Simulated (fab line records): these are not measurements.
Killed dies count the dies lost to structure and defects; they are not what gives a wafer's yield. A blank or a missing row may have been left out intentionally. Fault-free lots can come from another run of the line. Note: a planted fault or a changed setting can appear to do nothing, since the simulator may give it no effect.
fab line records	flow sky130
record lots=10	wafers=30	last-day=50
route steps=708 shown LI_CONTACT@374 LOCAL_INTERCONNECT@400 PAD_OPEN@708
lots that met no fault: from a run of the same line without faults
start-h: hours from the record's opening day to when the first of the lot's shown wafers began	wait-h: hours from the lot's prior step to this one	" repeats the value in the row above	L1.1+2: a single row standing in for several wafers	- no value present, or no start provided	* or withheld: withheld	< > ~ a bound
route shown NAME@n: a module of which the file shows steps, and the number in the route of the first	usual: mean and standard deviation over wafers with no fault	same: alike in all rows	chamber/n: place in a boat	sites: per-site readings	_std_site: the standard deviation of these	_edge_site: the outer-site mean with the inner-site mean subtracted	radius-mm: for every site, how far away it sits from the centre of the wafer	mask NAME#n: copy n	behind: the tool/chamber that last shaped the wafer	hold: what put the lot on hold/how long, in hours/how the hold closed	device: the n, p or np transistor that did not switch	end of line: tests run on the same wafers once the route is complete	for a step that has no rows: nothing shown but its recipe	killed: at the first sort, the dies lost to defects and structure; wafer yield is something else	map: the dies of a wafer, with x for killed, . for not killed, _ for no die there
set.NAME: setting as actually run; set.NAME@STEP: the setting as run at that earlier step	model.NAME: the simulator's own value behind a step, which no gauge read
one table for each step of the route and one row for each wafer, over a sample of lots
services: when a tool's chamber went out of use (start-h, in hours from the record's first day, below 0 if earlier), for how many hours, and the reason
## steps
# step SKY_LI_CONTACT_CD_MEAS_12
# recipe target-cd-nm=170
# usual cd-nm=170.4/1.4
lot.wafer	tool	chamber	start-h	wait-h	cd-nm
L595.1	cd-sem-02	-	692.59	-	170.8
L595.5	"	-	"	"	169.4
L595.6	"	-	"	"	170.0
L596.2	cd-sem-01	-	695.20	-	168.9
L596.4	"	-	"	"	170.5
L596.6	"	-	"	"	169.2
L599.3	cd-sem-02	-	728.42	-	171.6
L599.4	"	-	"	"	170.8
L599.5	"	-	"	"	170.4
L601.4	cd-sem-01	-	744.30	-	171.7
L601.5	"	-	"	"	172.2
L601.6	"	-	"	"	172.3
L602.1	cd-sem-02	-	748.39	-	170.4
L602.5	"	-	"	"	169.9
L602.6	"	-	"	"	171.1
L603.3	cd-sem-02	-	756.02	-	169.5
L603.5	"	-	"	"	170.6
L603.6	"	-	"	"	171.9
L604.1	cd-sem-02	-	764.83	-	169.7
L604.2	"	-	"	"	168.7
L604.4	"	-	"	"	171.2
L613.1	cd-sem-02	-	833.62	-	169.5
L613.2	"	-	"	"	168.0
L613.3	"	-	"	"	169.3
L614.3	cd-sem-02	-	841.23	-	168.4
L614.4	"	-	"	"	170.5
L614.5	"	-	"	"	171.2
L615.1	cd-sem-02	-	845.94	-	172.0
L615.3	"	-	"	"	173.0
L615.6	"	-	"	"	169.9
# step SKY_LI_CONTACT_ETCH_14
# recipe chemistry=N2/H2	target=BARC	ion-energy-ev=200	source-w=500	bias-w=100	pressure-mtorr=30	n2-flow-sccm=100	h2-flow-sccm=200	stop-on=SiO2	time-s=45.9	target-depth-a=600
# usual bias-w=99.99/0.28	chamber-pressure-mTorr=29.999/0.027	drypump-motor-current-A=5.8/0.44	oes-product-au=0.854/0.0042	rf-fwd-power-W=495.0/2.4	throttle-valve-pct=13.224/0.011
lot.wafer	tool	chamber	start-h	wait-h	bias-w	chamber-pressure-mTorr	drypump-motor-current-A	oes-product-au	rf-fwd-power-W	rf-hours-counter-h	throttle-valve-pct
L595.1	rie-diel-01	2	692.75	0.0	99.85	29.978	5.4	0.851	496.0	1	13.230
L595.5	"	1	"	"	100.10	30.012	6.2	0.854	489.6	-	13.210
L595.6	"	0	"	"	99.52	29.964	5.5	0.858	496.7	-	13.240
L596.2	rie-diel-03	2	695.34	0.0	99.88	29.989	4.8	0.856	491.7	5	13.230
L596.4	"	3	"	"	99.80	29.966	5.6	0.862	495.1	9	13.213
L596.6	"	1	"	"	99.79	30.013	5.6	0.847	495.9	-	13.234
L599.3	rie-diel-01	0	728.54	0.0	100.71	30.016	5.5	0.849	495.4	6	13.223
L599.4	"	1	"	"	99.28	29.951	6.2	0.850	489.9	3	13.217
L599.5	"	2	"	"	100.31	30.021	5.4	0.853	497.5	-	13.232
L601.4	rie-diel-01	1	744.40	0.0	99.59	30.011	6.3	0.854	496.3	3	13.222
L601.5	"	2	"	"	100.12	29.994	5.5	0.856	495.6	-	13.218
L601.6	"	1	"	"	99.87	30.039	6.3	0.855	496.4	-	13.218
L602.1	rie-diel-02	1	748.55	0.0	-	-	-	-	-	-	-
L602.5	"	2	"	"	-	-	-	-	-	-	-
L602.6	"	0	"	"	-	-	-	-	-	-	-
L603.3	rie-diel-01	3	756.14	0.0	-	-	-	-	-	-	-
L603.5	"	0	"	"	-	-	-	-	-	-	-
L603.6	"	1	"	"	-	-	-	-	-	-	-
L604.1	rie-diel-02	2	764.99	0.0	-	-	-	-	-	-	-
L604.2	"	3	"	"	-	-	-	-	-	-	-
L604.4	"	0	"	"	-	-	-	-	-	-	-
L613.1	rie-diel-02	1	833.78	0.0	99.87	29.957	5.9	0.854	494.5	19	13.231
L613.2	"	3	"	"	100.55	30.028	5.3	0.848	495.1	11	13.233
L613.3	"	0	"	"	100.21	30.013	6.2	0.863	492.5	9	13.221
L614.3	rie-diel-01	0	841.34	0.0	100.24	30.037	5.5	0.859	493.6	9	13.227
L614.4	"	1	"	"	100.21	29.981	6.3	0.850	491.1	5	13.221
L614.5	"	1	"	"	100.15	30.012	6.3	0.850	491.3	-	13.206
L615.1	rie-diel-01	1	846.10	0.0	98.99	29.984	6.3	0.861	493.2	5	13.245
L615.3	"	0	"	"	99.64	30.001	5.5	0.859	497.0	9	13.223
L615.6	"	1	"	"	99.78	30.023	6.3	0.853	493.2	-	13.236
# step SKY_LI_CONTACT_ETCH_15
# recipe target=PSG	chemistry=C4F8/O2/Ar	stop-on=Si	taper-deg=4.15	mask-material=KrF-thick	source-w=1500	bias-w=1200	pressure-mtorr=40	c4f8-flow-sccm=withheld	O2_flow_sccm=6	Ar_flow_sccm=300	time-s=withheld	target-depth-a=6000
# usual bias-w=1200/3.3	chamber-pressure-mTorr=40.00/0.036	oes-product-au=0.837/0.0047	rf-fwd-power-W=1492/4.8
lot.wafer	tool	chamber	start-h	wait-h	bias-w	chamber-pressure-mTorr	oes-product-au	rf-fwd-power-W
L595.1	rie-diel-01	2	692.79	0.0	1201	39.98	0.832	1497
L595.5	"	1	"	"	1202	39.97	0.837	1489
L595.6	"	0	"	"	1199	40.04	0.835	1491
L596.2	rie-diel-03	2	695.38	0.0	1203	40.00	0.837	1487
L596.4	"	3	"	"	1204	39.94	0.845	1497
L596.6	"	1	"	"	1196	40.03	0.841	1490
L599.3	rie-diel-01	0	728.58	0.0	1197	39.96	0.830	1497
L599.4	"	1	"	"	1201	39.95	0.838	1489
L599.5	"	2	"	"	1198	39.97	0.835	1496
L601.4	rie-diel-01	1	744.44	0.0	1196	40.07	0.841	1490
L601.5	"	2	"	"	1200	39.98	0.836	1489
L601.6	"	1	"	"	1197	39.98	0.840	1490
L602.1	rie-diel-02	1	748.59	0.0	1202	39.89	0.375	1490
L602.5	"	2	"	"	1203	40.05	0.371	1486
L602.6	"	0	"	"	1198	40.00	0.376	1488
L603.3	rie-diel-01	3	756.18	0.0	1204	40.07	0.372	1483
L603.5	"	0	"	"	1201	40.01	0.371	1490
L603.6	"	1	"	"	1205	39.98	0.374	1486
L604.1	rie-diel-02	2	765.03	0.0	1195	40.04	0.380	1488
L604.2	"	3	"	"	1206	40.01	0.362	1493
L604.4	"	0	"	"	1202	40.01	0.372	1494
L613.1	rie-diel-02	1	833.82	0.0	1204	39.94	0.844	1495
L613.2	"	3	"	"	1201	40.04	0.839	1493
L613.3	"	0	"	"	1199	39.94	0.837	1495
L614.3	rie-diel-01	0	841.38	0.0	1200	39.97	0.846	1499
L614.4	"	1	"	"	1196	40.05	0.839	1500
L614.5	"	1	"	"	1200	40.01	0.839	1494
L615.1	rie-diel-01	1	846.14	0.0	1197	40.03	0.839	1492
L615.3	"	0	"	"	1202	39.98	0.841	1489
L615.6	"	1	"	"	1200	40.01	0.849	1493
# step SKY_LI_CONTACT_STRIP_16
# recipe chemistry=O2/N2	power-w=1400	pressure-mtorr=1500	platen-temp-c=withheld	o2-flow-sccm=3000	n2-flow-sccm=300	overash-fraction=0.5
# usual drypump-motor-current-A=6.1/0.47	o2-flow-sccm=3001/8.2	oes-product-au=0.376/0.0053	strip-time-to-endpoint-s=3.51/0.042
lot.wafer	tool	chamber	start-h	wait-h	drypump-motor-current-A	o2-flow-sccm	oes-product-au	rf-hours-counter-h	strip-time-to-endpoint-s
L595.1	plasma-asher-04	1	692.88	-	6.7	2999	0.368	102	3.46
L595.5	"	0	"	"	5.3	3002	0.387	-	3.56
L595.6	"	1	"	"	6.7	2997	0.362	-	3.43
L596.2	plasma-asher-04	1	695.47	-	6.7	3001	0.370	102	3.44
L596.4	"	0	"	"	5.3	2976	0.380	-	3.53
L596.6	"	0	"	"	5.3	2985	0.375	-	3.49
L599.3	plasma-asher-01	1	728.70	-	5.7	2996	0.379	-	3.43
L599.4	"	0	"	"	6.0	3000	0.375	-	3.55
L599.5	"	0	"	"	6.0	3004	0.376	-	3.48
L601.4	plasma-asher-04	1	744.56	-	6.7	3000	0.381	-	3.54
L601.5	"	1	"	"	6.7	3006	0.365	-	3.55
L601.6	"	0	"	"	5.3	3001	0.384	-	3.57
L602.1	plasma-asher-03	1	748.68	-	6.4	3006	0.399	33	4.00
L602.5	"	1	"	"	6.4	3008	0.404	-	3.95
L602.6	"	0	"	"	6.4	3007	0.394	-	3.97
L603.3	plasma-asher-04	1	756.30	-	6.7	3008	0.395	-	3.99
L603.5	"	1	"	"	6.7	3010	0.394	-	3.92
L603.6	"	0	"	"	5.4	3014	0.391	-	4.00
L604.1	plasma-asher-04	0	765.12	-	5.4	2987	0.391	2	3.98
L604.2	"	1	"	"	6.7	3002	0.393	2	4.02
L604.4	"	1	"	"	6.7	3026	0.392	-	4.00
L613.1	plasma-asher-04	0	833.91	-	5.4	2995	0.380	9	3.55
L613.2	"	1	"	"	6.7	3013	0.378	9	3.50
L613.3	"	0	"	"	5.3	3002	0.375	-	3.52
L614.3	plasma-asher-03	1	841.50	-	6.4	3008	0.382	-	3.46
L614.4	"	0	"	"	6.4	2998	0.383	-	3.57
L614.5	"	0	"	"	6.4	3006	0.375	-	3.59
L615.1	plasma-asher-01	1	846.23	-	5.6	2995	0.381	97	3.52
L615.3	"	1	"	"	5.6	3010	0.367	-	3.42
L615.6	"	1	"	"	5.6	3006	0.373	-	3.52
# step SKY_LI_CONTACT_SPUTTER_20
# recipe material=TiN	target-thk-nm=20	chamber-pressure-pa=5	power-w=4000	time-s=80
# usual throttle-valve-pct=30.2/0.85
lot.wafer	tool	chamber	start-h	wait-h	throttle-valve-pct
L595.1	pvd-sputter-02	-	693.28	0.0	30.7
L595.5	"	-	"	"	29.9
L595.6	"	-	"	"	31.1
L596.2	pvd-sputter-04	-	695.84	0.0	30.1
L596.4	"	-	"	"	30.4
L596.6	"	-	"	"	30.8
L599.3	pvd-sputter-04	-	729.04	0.0	30.0
L599.4	"	-	"	"	27.5
L599.5	"	-	"	"	30.9
L601.4	pvd-sputter-02	-	744.91	0.0	30.9
L601.5	"	-	"	"	29.8
L601.6	"	-	"	"	31.3
L602.1	pvd-sputter-04	-	749.06	0.0	30.2
L602.5	"	-	"	"	27.8
L602.6	"	-	"	"	30.0
L603.3	pvd-sputter-02	-	756.81	0.0	29.4
L603.5	"	-	"	"	30.0
L603.6	"	-	"	"	30.8
L604.1	pvd-sputter-02	-	765.49	0.0	30.4
L604.2	"	-	"	"	29.7
L604.4	"	-	"	"	30.0
L613.1	pvd-sputter-04	-	834.28	0.0	30.5
L613.2	"	-	"	"	27.6
L613.3	"	-	"	"	30.9
L614.3	pvd-sputter-03	-	841.84	0.0	30.1
L614.4	"	-	"	"	30.9
L614.5	"	-	"	"	30.2
L615.1	pvd-sputter-04	-	846.77	0.0	27.6
L615.3	"	-	"	"	30.1
L615.6	"	-	"	"	28.0
# step SKY_LOCAL_INTERCONNECT_ETCH_13
# recipe chemistry=N2/H2	target=BARC	ion-energy-ev=200	bias-w=100	pressure-mtorr=30	n2-flow-sccm=100	h2-flow-sccm=200	icp-w=500	stop-on=SiO2	time-s=45.9	target-depth-a=600
# usual bias-w=100.01/0.3	chamber-pressure-mTorr=30.00/0.03	drypump-motor-current-A=5.64/0.26	he-backside-leak-sccm=3.3/0.37	oes-product-au=0.855/0.0043	rf-fwd-power-W=495.1/2.5	throttle-valve-pct=13.225/0.0084
lot.wafer	tool	chamber	start-h	wait-h	bias-w	chamber-pressure-mTorr	drypump-motor-current-A	he-backside-leak-sccm	oes-product-au	rf-fwd-power-W	rf-hours-counter-h	throttle-valve-pct
L595.1	rie-metal-01	0	722.29	0.0	100.05	30.00	5.98	3.3	0.854	499.7	14	13.225
L595.5	"	1	"	"	99.85	29.99	5.37	3.3	0.857	490.1	-	13.247
L595.6	"	0	"	"	100.34	29.97	6.00	3.3	0.859	496.7	-	13.228
L596.2	rie-metal-02	1	724.74	0.0	100.02	30.01	5.68	3.1	0.857	497.6	15	13.237
L596.4	"	0	"	"	100.19	30.03	5.51	3.4	0.858	493.3	-	13.223
L596.6	"	1	"	"	100.13	30.00	5.73	3.0	0.859	495.5	-	13.204
L599.3	rie-metal-02	0	757.03	0.1	100.47	29.94	5.52	3.4	0.857	496.2	-	13.219
L599.4	"	0	"	"	100.16	29.96	5.52	3.4	0.857	495.9	-	13.213
L599.5	"	0	"	"	100.36	30.03	5.54	3.5	0.857	494.8	-	13.216
L601.4	rie-metal-01	0	773.61	0.0	100.08	29.98	5.98	3.3	0.857	499.0	-	13.223
L601.5	"	0	"	"	99.98	29.99	5.99	3.6	0.849	499.9	-	13.221
L601.6	"	1	"	"	99.76	30.06	5.37	3.5	0.859	493.6	-	13.239
L613.1	rie-metal-03	0	861.54	0.0	100.19	29.99	6.09	3.2	0.845	493.7	15	13.233
L613.2	"	1	"	"	100.17	29.98	6.05	3.4	0.850	494.8	3	13.229
L613.3	"	1	"	"	99.87	30.01	6.04	3.3	0.855	495.8	-	13.217
L614.3	rie-metal-02	1	868.31	0.0	100.57	29.97	5.67	3.1	0.857	498.1	-	13.216
L614.4	"	0	"	"	100.42	29.93	5.53	3.4	0.861	491.6	-	13.223
L614.5	"	0	"	"	100.53	30.01	5.53	3.5	0.853	495.3	-	13.240
L615.1	rie-metal-02	0	873.04	0.0	99.86	29.99	5.51	3.4	0.855	493.5	13	13.224
L615.3	"	1	"	"	99.91	29.98	5.72	3.0	0.851	495.6	-	13.230
L615.6	"	0	"	"	100.05	30.00	5.51	3.3	0.861	495.3	-	13.223
# step SKY_PAD_OPEN_PROBE_99
# usual killed_at_M0_to_M3=45/6.8	killed_at_M4_up=3.0/1.7	killed-at-contacts=25/5.7	killed-at-front-end=15/4.6	killed-at-other=0.3/0.66	killed-dies=88/9.5	killed-on-rim=17/3.6	killed-open=48/7.3	killed-short=39/6.5
# same gross-dies=492	killed-at-back-side=0
lot.wafer	tool	chamber	start-h	wait-h	killed_at_M0_to_M3	killed_at_M4_up	killed-at-contacts	killed-at-front-end	killed-at-other	killed-dies	killed-on-rim	killed-open	killed-short
L596.2	prober-01	-	1088.63	0.1	42	2	22	19	0	85	15	48	37
L596.4	prober-01	-	1088.73	0.2	43	2	19	14	0	78	14	42	35
L596.6	prober-01	-	1088.83	0.2	34	1	21	13	0	69	16	41	27
L599.3	prober-02	-	1112.16	0.2	40	1	16	21	0	78	14	43	35
L599.4	prober-02	-	1112.21	0.2	32	3	18	19	0	72	12	37	34
L599.5	prober-02	-	1112.26	0.2	43	3	28	16	0	90	21	45	45
L601.4	prober-02	-	1126.55	0.2	40	1	24	18	0	83	13	43	38
L601.5	prober-02	-	1126.60	0.2	51	4	22	15	0	92	19	42	49
L601.6	prober-02	-	1126.65	0.2	42	6	28	22	0	98	22	51	46
L602.1	prober-01	-	1128.19	0.1	207	65	138	13	69	492	96	44	43
L602.5	prober-01	-	1128.39	0.2	203	55	163	8	63	492	96	48	39
L602.6	prober-01	-	1128.44	0.2	199	56	171	15	51	492	96	43	30
L603.3	prober-02	-	1133.37	0.2	239	50	143	14	46	492	96	51	32
L603.5	prober-02	-	1133.47	0.2	194	71	152	22	53	492	96	47	35
L603.6	prober-02	-	1133.52	0.2	219	66	141	11	55	492	96	42	33
L604.1	prober-01	-	1139.45	0.1	211	52	163	21	45	492	96	45	45
L604.2	prober-01	-	1139.50	0.1	207	58	151	18	58	492	96	46	52
L604.4	prober-01	-	1139.60	0.2	216	60	151	18	47	492	96	48	32
L613.1	prober-02	-	1185.91	0.1	40	5	17	9	1	72	13	27	44
L613.2	prober-02	-	1185.96	0.1	46	2	23	19	0	90	19	51	38
L613.3	prober-02	-	1186.01	0.2	46	2	28	11	0	87	20	44	43
# killed by level:class
L596.2 VIA1:geometric-particle:open=16 LI_CONTACT:geometric-particle:open=9 CONTACT:geometric-particle:open=6 VIA1:geometric-particle:short=6 FIELD_ISO:geometric-particle:open=5 METAL1:geometric-particle:short=5 FIELD_ISO:geometric-particle:short=4 POLY_GATE:geometric-particle:short=4
L596.4 VIA1:geometric-particle:open=11 CONTACT:geometric-particle:open=7 METAL1:geometric-particle:short=6 VIA3:geometric-particle:open=6 FIELD_ISO:geometric-particle:open=5 FIELD_ISO:geometric-particle:short=4 VIA2:geometric-particle:open=4 VIA2:geometric-particle:short=4
L596.6 VIA1:geometric-particle:open=8 LI_CONTACT:geometric-particle:open=7 CONTACT:geometric-particle:open=6 VIA3:geometric-particle:open=6 FIELD_ISO:geometric-particle:open=5 FIELD_ISO:geometric-particle:short=4 VIA1:geometric-particle:short=4 LOCAL_INTERCONNECT:geometric-particle:short=4
L599.3 VIA1:geometric-particle:open=11 VIA1:geometric-particle:short=7 FIELD_ISO:geometric-particle:open=6 LI_CONTACT:geometric-particle:open=6 POLY_GATE:geometric-particle:open=5 METAL2:geometric-particle:short=5 VIA3:geometric-particle:open=5 FIELD_ISO:geometric-particle:short=4
L599.4 LI_CONTACT:geometric-particle:open=9 METAL1:geometric-particle:short=8 VIA1:geometric-particle:open=7 FIELD_ISO:geometric-particle:short=5 POLY_GATE:geometric-particle:open=5 VIA2:geometric-particle:open=5 FIELD_ISO:geometric-particle:open=4 VIA1:geometric-particle:short=4
L599.5 CONTACT:geometric-particle:open=10 METAL1:geometric-particle:short=7 VIA2:geometric-particle:open=6 POLY_GATE:geometric-particle:short=6 CONTACT:geometric-particle:short=6 VIA3:geometric-particle:open=6 FIELD_ISO:geometric-particle:open=5 LI_CONTACT:geometric-particle:open=5
L601.4 VIA1:geometric-particle:open=12 CONTACT:geometric-particle:open=6 FIELD_ISO:geometric-particle:open=5 FIELD_ISO:geometric-particle:short=5 LI_CONTACT:geometric-particle:open=5 METAL1:geometric-particle:short=5 VIA1:geometric-particle:short=5 VIA2:geometric-particle:open=4
L601.5 LI_CONTACT:geometric-particle:open=8 VIA1:geometric-particle:short=8 VIA1:geometric-particle:open=8 VIA2:geometric-particle:open=8 CONTACT:geometric-particle:open=7 METAL1:geometric-particle:short=7 POLY_GATE:geometric-particle:short=5 METAL2:geometric-particle:short=5
L601.6 FIELD_ISO:geometric-particle:short=10 VIA1:geometric-particle:open=10 LI_CONTACT:geometric-particle:open=9 CONTACT:geometric-particle:open=8 VIA1:geometric-particle:short=7 FIELD_ISO:geometric-particle:open=5 POLY_GATE:geometric-particle:open=4 LI_CONTACT:geometric-particle:short=4
L602.1 LI_CONTACT:area-etch=71 CAPM:area-expose=40 VIA4:area-expose=34 METAL1:area-expose=31 METAL3:area-expose=30 CAP2M:area-expose=29 VIA1:area-expose=28 METAL2:area-expose=27
L602.5 LI_CONTACT:area-etch=77 METAL3:area-expose=32 CAP2M:area-expose=32 CAPM:area-expose=31 VIA2:area-expose=29 VIA3:area-expose=28 LOCAL_INTERCONNECT:area-expose=27 CONTACT:area-expose=27
L602.6 LI_CONTACT:area-etch=87 LOCAL_INTERCONNECT:area-expose=34 CONTACT:area-expose=31 METAL1:area-expose=30 VIA4:area-expose=29 VIA3:area-expose=28 CAP2M:area-expose=28 METAL3:area-expose=27
L603.3 LI_CONTACT:area-etch=76 METAL1:area-expose=37 VIA3:area-expose=34 VIA2:area-expose=32 VIA1:area-expose=32 METAL2:area-expose=32 METAL3:area-expose=31 METAL4:area-expose=29
L603.5 LI_CONTACT:area-etch=87 VIA2:area-expose=37 METAL4:area-expose=34 VIA4:area-expose=34 CAPM:area-expose=31 METAL3:area-expose=28 CONTACT:area-expose=27 VIA1:area-expose=25
L603.6 LI_CONTACT:area-etch=82 VIA3:area-expose=40 METAL4:area-expose=36 CAPM:area-expose=33 METAL2:area-expose=32 METAL3:area-expose=30 VIA4:area-expose=29 VIA2:area-expose=28
L604.1 LI_CONTACT:area-etch=96 METAL3:area-expose=39 METAL2:area-expose=35 VIA4:area-expose=29 LOCAL_INTERCONNECT:area-expose=28 CAPM:area-expose=26 VIA1:area-expose=25 VIA2:area-expose=23
L604.2 LI_CONTACT:area-etch=81 VIA2:area-expose=38 METAL1:area-expose=33 CAP2M:area-expose=31 VIA4:area-expose=30 CONTACT:area-expose=29 VIA1:area-expose=27 CAPM:area-expose=26
L604.4 LI_CONTACT:area-etch=79 METAL1:area-expose=36 CONTACT:area-expose=34 METAL4:area-expose=34 CAPM:area-expose=32 METAL2:area-expose=31 VIA1:area-expose=29 VIA2:area-expose=28
L613.1 VIA1:geometric-particle:open=8 VIA1:geometric-particle:short=8 VIA3:geometric-particle:open=7 CONTACT:geometric-particle:open=6 LOCAL_INTERCONNECT:geometric-particle:short=5 METAL1:geometric-particle:short=5 FIELD_ISO:geometric-particle:short=4 CONTACT:geometric-particle:short=4
L613.2 CONTACT:geometric-particle:open=12 VIA1:geometric-particle:open=10 VIA3:geometric-particle:open=9 FIELD_ISO:geometric-particle:open=5 METAL2:geometric-particle:short=5 VIA2:geometric-particle:short=5 POLY_GATE:geometric-particle:open=4 LI_CONTACT:geometric-particle:open=4
L613.3 CONTACT:geometric-particle:open=14 CONTACT:geometric-particle:short=9 METAL1:geometric-particle:short=8 VIA1:geometric-particle:open=7 VIA1:geometric-particle:short=6 METAL2:geometric-particle:short=5 VIA3:geometric-particle:open=5 FIELD_ISO:geometric-particle:open=4
## services
tool	chamber	start-h	hours	kind
plasma-asher-04	-	689.17	3.7	repair
pvd-sputter-03	-	689.20	3.6	repair
rie-diel-02	2	699.69	-	clean
rie-diel-02	2	699.69	16.1	scheduled-down
pvd-sputter-04	-	711.39	7.0	repair
pvd-sputter-02	-	715.28	1.4	repair
plasma-asher-04	-	720.81	1.5	repair
plasma-asher-04	-	733.75	9.0	pm
rie-metal-03	0	740.67	16.3	repair
rie-diel-02	3	747.77	3.9	repair
rie-metal-01	0	752.05	7.9	repair
rie-metal-01	0	776.36	7.6	repair
rie-metal-01	1	777.41	3.8	repair
rie-metal-01	1	782.80	6.0	repair
rie-metal-02	0	787.23	1.3	repair
pvd-sputter-03	-	801.55	6.2	repair
rie-diel-03	1	806.29	4.7	repair
rie-metal-03	-	809.05	0.2	repair
rie-diel-01	0	817.27	7.7	repair
plasma-asher-03	-	824.98	3.7	repair
pvd-sputter-04	-	826.34	2.9	repair
rie-metal-02	1	832.33	20.2	repair
pvd-sputter-02	-	835.46	11.5	repair
rie-metal-01	0	863.65	46.6	repair
## key
first-sign step=SKY_LI_CONTACT_ETCH_14	reading=tool-record	direction=missing
effect step=SKY_LI_CONTACT_ETCH_15	reading=oes-product-au	direction=down	sigmas=99+	usual=0.837	struck=0.372
effect step=SKY_LI_CONTACT_STRIP_16	reading=strip-time-to-endpoint-s	direction=up	sigmas=11	usual=*	struck=*
effect step=SKY_PAD_OPEN_PROBE_99	reading=killed-at-other	direction=up	sigmas=54	usual=0.3	struck=54.1
more-kills-born-at SKY_LI_CONTACT_ETCH_14@rie-diel-02=491
met-at SKY_LI_CONTACT_ETCH_14
struck-lots L602,L603,L604
later-rows-left-out L602.1,L602.5,L602.6,L603.3,L603.5,L603.6,L604.1,L604.2,L604.4
tester-left-out L602,L603,L604
not-acting-at SKY_LI_CONTACT_CD_MEAS_12,SKY_LI_CONTACT_SPUTTER_20,SKY_LOCAL_INTERCONNECT_ETCH_13
onset-between 744.40 748.55
fault kind=skipped-step-whole	tool=rie-diel-01,rie-diel-02	chamber=-	onset-h=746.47	steps=SKY_LI_CONTACT_ETCH_14	scope=struck-lots-only
# tester-left-out: of these lots the tester's yield and bins aren't shown, on N5 and GAA mostly nor the transistor test; their killed dies are dies lost to structure and defects alone, not to doping, threshold or leakage, so they don't give the yield
# later-rows-left-out: the simulator's readings of these wafers behind a module that went badly wrong aren't trusted and aren't shown, but for the sort
